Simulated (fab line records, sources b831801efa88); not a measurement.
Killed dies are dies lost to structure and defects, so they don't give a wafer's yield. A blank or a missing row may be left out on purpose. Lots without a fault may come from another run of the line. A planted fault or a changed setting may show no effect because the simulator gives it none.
Split-lot experiment | flow gf180mcu | 5 lots, 23 wafers read, on a route of 602 steps

THE SPLIT
At GF_NSD_IMPLANT_10, the setting energy_kev was moved away from the recipe's 40 on 5 of the 23 wafers read, by +4.0% to +5.9%. The other wafers ran this setting at the recipe's value.

FROM THE SPLIT TO THE READING: what the file shows between them, 5 steps
- GF_PSD_DEVELOP_06: develop time 60 s (also split here: dev_temp_c)
- GF_PSD_CD_MEAS_07: target cd 400 nm
- GF_PSD_IMPLANT_09
- GF_PSD_CLEAN_12: cleans in SC1/SC2, time 150 s
- GF_PSD_RTA_13: time 20 s

THE READING
NSD_RS, in ohm/sq, at GF_PSD_RS_MEAS_14 (measures by four-point-probe). Fault-free wafers of this fab line usually give 46.11 ohm/sq, standard deviation 0.068 ohm/sq.

wafer  | tool, chamber at the split | energy_kev as run | against the recipe | NSD_RS, ohm/sq | against lot-mates on the recipe
L076.1 | implanter-04, 0            | 40                | recipe             | 46.04          | -
L076.3 | implanter-04, 0            | 42.36             | +5.9%              | 46.45          | +0.39
L076.4 | implanter-04, 0            | 40                | recipe             | 46.09          | -
L076.5 | implanter-04, 0            | 42.36             | +5.9%              | 46.38          | +0.32
L076.6 | implanter-04, 0            | 42.36             | +5.9%              | 46.36          | +0.30
L077.1 | implanter-01, 0            | 40                | recipe             | 46.16          | -
L077.3 | implanter-01, 0            | 40                | recipe             | 46.05          | -
L077.4 | implanter-01, 0            | 40                | recipe             | 46.16          | -
L077.5 | implanter-01, 0            | 40                | recipe             | 46.15          | -
L077.6 | implanter-01, 0            | 40                | recipe             | 46.17          | -
L079.1 | implanter-01, 0            | 40                | recipe             | 46.05          | -
L079.2 | implanter-01, 0            | 40                | recipe             | 46.07          | -
L079.3 | implanter-01, 0            | 40                | recipe             | 46.03          | -
L079.4 | implanter-01, 0            | 40                | recipe             | 46.14          | -
L079.5 | implanter-01, 0            | 40                | recipe             | 46.14          | -
L080.1 | implanter-03, 0            | 40                | recipe             | 46.13          | -
L080.2 | implanter-03, 0            | 40                | recipe             | 46.08          | -
L080.4 | implanter-03, 0            | 41.61             | +4.0%              | 46.48          | +0.35
L080.5 | implanter-03, 0            | 41.61             | +4.0%              | 46.43          | +0.30
L080.6 | implanter-03, 0            | 40                | recipe             | 46.17          | -
L082.2 | implanter-03, 0            | 40                | recipe             | 46.00          | -
L082.5 | implanter-03, 0            | 40                | recipe             | 46.10          | -
L082.6 | implanter-03, 0            | 40                | recipe             | 46.08          | -

THE FIT
A straight line over all 23 wafers: NSD_RS changes by +0.0584 ohm/sq for each +1% of energy_kev; r = +0.90; the points scatter about the line by 0.065 ohm/sq.
The same after taking each lot's own level away (the mean of its wafers on the recipe; 23 wafers): +0.0617 ohm/sq for each +1%; r = +0.94; scatter 0.05 ohm/sq.
On that fit, the largest move of energy_kev shifts the reading by 0.36 ohm/sq.
The lots' own levels span 46.060 to 46.138 ohm/sq, that is 1.1 times the standard deviation above.
So the lot-to-lot level changes the slope little: the two slopes agree.
Check: with one of the wafers moved furthest among these (+5.9%) left out of the fit, the line predicts +0.361 ohm/sq for it against its lot-mates. It came out at +0.385 ohm/sq against them.

OTHER SPLITS ON THESE WAFERS
These wafers also went through other splits before the reading. Each is held against what the fit with the lots' levels taken away leaves over:
other split on the same wafers      | wafers away from the commonest value | r with NSD_RS (lot level and that fit taken away)
GF_VT_IMPLANT_DEVELOP_39 dev_temp_c | 3                                    | -0.28
GF_POLY_GATE_CVD_00 temp_c          | 15                                   | +0.07
GF_POLY_GATE_OXIDATION_16 temp_c    | 10                                   | -0.07
GF_HV_LDD_DEVELOP_06 develop_time_s | 6                                    | -0.02
GF_HV_LDD_IMPLANT_09 dose_cm2       | 10                                   | +0.26
GF_HV_LDD_COAT_41 spin_rpm          | 9                                    | +0.32
GF_HV_LDD_CVD_56 time_s             | 15                                   | -0.19
GF_PSD_DEVELOP_06 dev_temp_c        | 10                                   | +0.07

THE FILE'S OWN FIT
NSD_RS changes by +0.0643 ohm/sq for each +1% of energy_kev, r = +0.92.
